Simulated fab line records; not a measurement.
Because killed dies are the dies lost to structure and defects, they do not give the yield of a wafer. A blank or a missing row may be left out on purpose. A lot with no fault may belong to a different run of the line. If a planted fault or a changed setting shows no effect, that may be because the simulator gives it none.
A lot that was struck, set against a sound lot -- flow sky130 -- 36 steps out of a route of 708
Sound: wafers L605.1, L605.5, L605.6. Struck: wafer L604.2; the same lot's L604.6 was not struck, so it is left out; see the end for the cause.
For every step that has rows: the tool of each side, followed by ch and its chambers, followed by its first start. Under that, the readings that differ: sound wafers -- struck wafers -- difference of the means -- sigmas: that difference in standard deviations of wafers without a fault.
alike: same words and numbers on both sides, and readings whose means sit less than 2 such deviations apart. not compared: any withheld reading, any reading some wafer has no value for, any bound like >300 that may hide the same value, and any number with overlapping values for which the record gives no deviation.
The two part at a step that has a row with sigmas, a row that says differs or no value, or rows on one side only. When numbers do not overlap yet have no deviation, they are printed without sigmas and do not part them. A reading missing from all wafers of one side parts the sides only when that side holds two or more wafers.

first, 9 steps without rows for these wafers: SKY_LOCAL_INTERCONNECT_PEB_09; SKY_LOCAL_INTERCONNECT_DEVELOP_10 (develop time 60 s); SKY_LOCAL_INTERCONNECT_ETCH_13 (etches BARC in N2/H2, stops on SiO2, time 45.9 s, target depth 60 nm); SKY_LOCAL_INTERCONNECT_METAL_ETCH_14 (etches TiN in Cl2/BCl3, stops on PSG, target depth 110 nm, time 31.4 s); SKY_LOCAL_INTERCONNECT_STRIP_15 (strips in O2/N2); SKY_LOCAL_INTERCONNECT_STRIP_16 (strips in post etch residue remover, time 1200 s); SKY_LOCAL_INTERCONNECT_CLEAN_17 (cleans in IPA, time 180 s); SKY_LOCAL_INTERCONNECT_CLEAN_18 (cleans in O3/DIW); SKY_CONTACT_CVD_00 (deposits Si3N4, target thk 75 nm).
SKY_CONTACT_HDPCVD_02: deposits SiO2, target thk 565 nm, time 94.2 s.
  sound on hdpcvd-01 ch 0,1, day 36 07:05; struck on hdpcvd-02 ch 0, day 36 02:04
reading,sound,struck,difference,sigmas
model.SiO2_of_CONTACT_HDPCVD_02.thk nm (nm),564.9 572.6 567.7,205.6,-362.8,
SKY_CONTACT_THK_MEAS_03:
  struck on film metro-01, day 36 02:09; sound on film metro-04, day 36 07:09
reading,sound,struck,difference,sigmas
CONTACT_HDPCVD_THK (nm),565 573 568,206,-363,-52
SKY_CONTACT_CMP_04: polishes SiO2.
  sound on cmp-01 ch 0,1,3, day 36 07:30; struck on cmp-01 ch 3, day 36 02:18
reading,sound,struck,difference,sigmas
time to endpoint s (s),80 82 81,40,-41,-10
  alike: motor current A, platen rpm
then, 9 steps without rows for these wafers: SKY_CONTACT_DEHYDRATE_06 (time 60 s); SKY_CONTACT_HMDS_07 (prime time 60 s); SKY_CONTACT_COAT_08 (resist thk 60 nm); SKY_CONTACT_COAT_09 (resist thk 450 nm); SKY_CONTACT_SOFTBAKE_10 (time 90 s); SKY_CONTACT_EXPOSE_11 (exposes mask CTM1, target cd 170 nm); SKY_CONTACT_PEB_12; SKY_CONTACT_DEVELOP_13 (develop time 60 s); SKY_CONTACT_ETCH_16 (etches BARC in N2/H2, stops on SiO2, time 45.9 s, target depth 60 nm).
SKY_CONTACT_ETCH_17: etches SiO2 in C4F8/O2/Ar, stops on Si3N4, target depth 340 nm.
  sound on rie diel-03 ch 2,3, day 37 10:04; struck on rie diel-01 ch 3, day 37 05:40
reading,sound,struck,difference,sigmas
oes product au (a.u.),0.896 0.892 0.894,0.682,-0.212,-45
model.CONTACT.feature depth nm (nm),340 340.6 340,205.6,-134.6,
model.etch.depth nm (nm),340 340.6 340,205.6,-134.6,
then, 12 steps without rows for these wafers: SKY_CONTACT_ETCH_18 (etches Si3N4 in CHF3/O2, stops on TiN, time 39 s, target depth 75 nm); SKY_CONTACT_STRIP_19 (strips in O2/N2); SKY_CONTACT_STRIP_20 (strips in post etch residue remover, time 1200 s); SKY_CONTACT_CLEAN_21 (cleans in IPA, time 180 s); SKY_CONTACT_CLEAN_22 (cleans in O3/DIW); SKY_CONTACT_SPUTTER_23 (material TiN, target thk 20 nm, time 80 s); SKY_CONTACT_CVD_24 (deposits W, target thk 340 nm, time 102.12 s); SKY_CONTACT_CMP_27 (polishes, stops on SiO2, t overpolish 15 s, target thk 0 nm); SKY_METAL1_SPUTTER_00 (material Ti, target thk 15 nm, time 10 s); SKY_METAL1_SPUTTER_01 (material TiN, target thk 20 nm, time 16.7 s); SKY_METAL1_SPUTTER_02 (material AlCu, target thk 250 nm, time 13.3 s); SKY_METAL1_SPUTTER_03 (material Ti, target thk 5 nm, time 3.3 s).
SKY_METAL1_METAL_ETCH_19: etches the open film in Cl2/BCl3, stops on SiO2, target depth 360 nm, time 78 s.
  sound on rie metal-04 ch 0,1, day 38 14:43; struck on rie metal-02 ch 1, day 38 10:37
reading,sound,struck,difference,sigmas
model.SiO2_of_CONTACT_HDPCVD_02.thk nm (nm),326.3 326.7 326.3,191.7,-134.7,
  alike: drypump motor current A, he backside leak sccm, oes product au, throttle valve pct
  not compared: rf hours counter h
-- the record jumps here: 12 days lie between the struck wafers' starts before and after (it left off in module METAL1 and takes up again in module PAD_OPEN, whose first step shown is number 708 of the route) --
SKY_PAD_OPEN_PROBE_99:
  struck on prober-01, day 50 08:14; sound on prober-02, day 50 10:34
reading,sound,struck,difference,sigmas
model.etest.met1 comb.leak log10 a um,-12.06 -12.24 -12.03,-7.065,+5.045,
model.etest.mcon chain.rc ohm,17.61 16.81 17.18,15.35,-1.85,

## WHERE THEY PART
At SKY_CONTACT_THK_MEAS_03 first; at SKY_CONTACT_ETCH_17 last (within this record only). Later steps at which nothing parts them and some readings are alike: SKY_METAL1_METAL_ETCH_19.

WHY: whatever the simulator had introduced
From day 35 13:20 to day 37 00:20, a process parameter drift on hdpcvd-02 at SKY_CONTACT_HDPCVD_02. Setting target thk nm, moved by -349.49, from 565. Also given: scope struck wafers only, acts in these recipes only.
